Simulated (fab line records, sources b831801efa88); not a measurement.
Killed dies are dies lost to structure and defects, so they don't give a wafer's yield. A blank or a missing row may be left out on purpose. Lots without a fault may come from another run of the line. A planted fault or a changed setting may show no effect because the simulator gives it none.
Which tool did it? | flow gf180mcu | 12 lots, 36 wafers sampled, at 6 steps of a route of 602

WHAT THE GAUGES READ, wafer by wafer
GF_M1_OVL_MEAS_15. Usual: M1_OVL -2 nm, standard deviation 5.5.
lot  | measured     | on         | M1_OVL (nm) | flag
L825 | day 18 04:09 | overlay-01 | 1 1 -1      |
L826 | day 18 12:02 | overlay-02 | 0 -2 0      |
L827 | day 19 02:36 | overlay-01 | -18 -17 -14 |
L828 | day 20 02:39 | overlay-01 | -3 3 -4     |
L829 | day 20 05:22 | overlay-01 | -4 3 -1     |
L830 | day 21 02:56 | overlay-01 | -3 0 0      |
L831 | day 21 13:41 | overlay-02 | -8 -6 -11   |
L838 | day 23 02:06 | overlay-01 | -1 -1 -6    |
L839 | day 23 12:11 | overlay-02 | 1 1 2       |
L841 | day 24 12:48 | overlay-01 | 1 5 -1      |
L842 | day 25 00:05 | overlay-02 | -2 -2 0     |
L844 | day 25 19:59 | overlay-01 | 7 3 2       |

GF_V1_THK_MEAS_01. Usual: V1_CVD_00_THK 606 nm, standard deviation 6.3.
lot  | measured     | on            | V1_CVD_00_THK (nm) | flag
L825 | day 18 04:58 | film_metro-03 | 620 611 612        |
L826 | day 18 12:51 | film_metro-03 | 608 600 603        |
L827 | day 19 03:25 | film_metro-02 | 608 615 611        |
L828 | day 20 03:26 | film_metro-02 | 592 601 598        |
L829 | day 20 06:08 | film_metro-04 | 597 609 609        |
L830 | day 21 03:59 | film_metro-03 | 1210 1198 1214     | OFF
L831 | day 21 14:29 | film_metro-03 | 601 598 602        |
L838 | day 23 02:55 | film_metro-03 | 598 612 608        |
L839 | day 23 13:19 | film_metro-04 | 1227 1216 1213     | OFF
L841 | day 24 13:35 | film_metro-03 | 605 616 604        |
L842 | day 25 00:51 | film_metro-02 | 597 610 601        |
L844 | day 25 20:46 | film_metro-04 | 603 603 602        |

GF_V1_BOW_MEAS_05. Usual: V1_BOW 83 um, standard deviation 7.3.
lot  | measured     | on            | V1_BOW (um) | flag
L825 | day 18 05:28 | film_metro-04 | 78 75 85    |
L826 | day 18 13:21 | film_metro-04 | 83 86 101   |
L827 | day 19 03:54 | film_metro-02 | 81 96 97    |
L828 | day 20 03:56 | film_metro-02 | 74 91 89    |
L829 | day 20 06:38 | film_metro-02 | 82 72 82    |
L830 | day 21 04:29 | film_metro-02 | 105 103 111 | OFF
L831 | day 21 14:58 | film_metro-02 | 84 80 82    |
L838 | day 23 03:25 | film_metro-04 | 86 81 88    |
L839 | day 23 14:21 | film_metro-04 | 113 120 106 | OFF
L841 | day 24 14:05 | film_metro-03 | 62 69 87    |
L842 | day 25 01:21 | film_metro-04 | 76 72 70    |
L844 | day 25 21:15 | film_metro-02 | 85 82 84    |

WHICH TOOL RAN EACH LOT (tool, then ch and the chambers of the sampled wafers, then the start)
lot  | GF_SALICIDE_RTA_06               | GF_M1_SPUTTER_02             | GF_V1_CVD_00
L825 | rtp_anneal-02 ch 0, day 16 04:37 | pvd_sputter-01, day 17 05:32 | hdpcvd-01 ch 0,2, day 18 04:53
L826 | rtp_anneal-01 ch 0, day 16 11:19 | pvd_sputter-02, day 17 12:25 | hdpcvd-01 ch 1,2, day 18 12:45
L827 | rtp_anneal-02 ch 0, day 17 01:04 | pvd_sputter-01, day 18 02:22 | hdpcvd-01 ch 1,2, day 19 03:20
L828 | rtp_anneal-02 ch 0, day 17 22:57 | pvd_sputter-02, day 19 01:28 | hdpcvd-02 ch 0,1,2, day 20 03:20
L829 | rtp_anneal-02 ch 0, day 18 03:10 | pvd_sputter-02, day 19 05:09 | hdpcvd-01 ch 0,1, day 20 06:04
L830 | rtp_anneal-01 ch 0, day 18 23:34 | pvd_sputter-02, day 20 02:40 | hdpcvd-02 ch 0,1,2, day 21 03:38
L831 | rtp_anneal-02 ch 0, day 19 11:07 | pvd_sputter-02, day 20 13:19 | hdpcvd-02 ch 0,1,2, day 21 14:25
L838 | rtp_anneal-01 ch 0, day 21 00:43 | pvd_sputter-04, day 22 02:53 | hdpcvd-01 ch 0,1, day 23 02:50
L839 | rtp_anneal-01 ch 0, day 21 11:31 | pvd_sputter-01, day 22 12:49 | hdpcvd-02 ch 0,1, day 23 12:59
L841 | rtp_anneal-02 ch 0, day 22 13:01 | pvd_sputter-01, day 23 14:08 | hdpcvd-01 ch 1,2, day 24 13:30
L842 | rtp_anneal-01 ch 0, day 23 00:42 | pvd_sputter-04, day 24 01:41 | hdpcvd-01 ch 0,2, day 25 00:46
L844 | rtp_anneal-01 ch 0, day 23 22:05 | pvd_sputter-04, day 24 22:30 | hdpcvd-02 ch 0,1, day 25 20:41
- GF_SALICIDE_RTA_06: time 30 s.
- GF_M1_SPUTTER_02: material AlCu, target thk 450 nm, time 23.9 s.
- GF_V1_CVD_00: deposits SiO2, target thk 600 nm, time 100 s.

WHAT THE TOOLS THEMSELVES READ (means of the sampled wafers that have a number; where no wafer has one, the mark that the record gives instead)
GF_SALICIDE_RTA_06. Usual: lamp_power_pct 6.18 %, standard deviation 0.14; wafer_temp_C_max 531.9, standard deviation 0.64.
lot  | tool          | lamp_power_pct (%) | wafer_temp_C_max | flag
L825 | rtp_anneal-02 | 6.36               | 532.8            |
L826 | rtp_anneal-01 | 6.07               | 531.6            |
L827 | rtp_anneal-02 | 6.36               | 532.1            |
L828 | rtp_anneal-02 | 6.35               | 532.3            |
L829 | rtp_anneal-02 | 6.35               | 532.9            |
L830 | rtp_anneal-01 | 6.07               | 531.6            |
L831 | rtp_anneal-02 | 6.35               | 532.4            |
L838 | rtp_anneal-01 | 6.07               | 531.6            |
L839 | rtp_anneal-01 | 6.08               | 531.3            |
L841 | rtp_anneal-02 | 6.36               | 532.7            |
L842 | rtp_anneal-01 | 6.07               | 531.5            |
L844 | rtp_anneal-01 | 6.07               | 531.6            |

GF_M1_SPUTTER_02. Usual: throttle_valve_pct 29.9 %, standard deviation 1.1.
lot  | tool           | throttle_valve_pct (%) | flag
L825 | pvd_sputter-01 | 29.3                   |
L826 | pvd_sputter-02 | 28.9                   |
L827 | pvd_sputter-01 | 30.9                   |
L828 | pvd_sputter-02 | 28.8                   |
L829 | pvd_sputter-02 | 28.9                   |
L830 | pvd_sputter-02 | 29.5                   |
L831 | pvd_sputter-02 | 29.5                   |
L838 | pvd_sputter-04 | 30.1                   |
L839 | pvd_sputter-01 | 30.2                   |
L841 | pvd_sputter-01 | 29.6                   |
L842 | pvd_sputter-04 | 30.0                   |
L844 | pvd_sputter-04 | 30.2                   |

THE ANSWER, worked out from the rows above alone
Rule: a lot is off if the mean of its wafers that have a number lies more than 3 standard deviations from the usual mean. A lot without any number at a reading at which 4 lots or more have one is off too. The other lots that the step has rows for count as sound. The gauges are gone through in route order, then the tools' own readings, and for those a lot's mean is taken as printed above. The first step at which some lot is off is used, and at that step the reading that is off furthest; a lot without a number counts as furthest.
Off: L830, L839, at GF_V1_THK_MEAS_01 (V1_CVD_00_THK).
A tool fits if, at a process step before that reading, it ran every lot that is off, and no sound lot after the first of them. The gauges at GF_V1_THK_MEAS_01 are tried like those tools. None of those tried fits.

WHAT THE SIMULATOR HAD PUT IN
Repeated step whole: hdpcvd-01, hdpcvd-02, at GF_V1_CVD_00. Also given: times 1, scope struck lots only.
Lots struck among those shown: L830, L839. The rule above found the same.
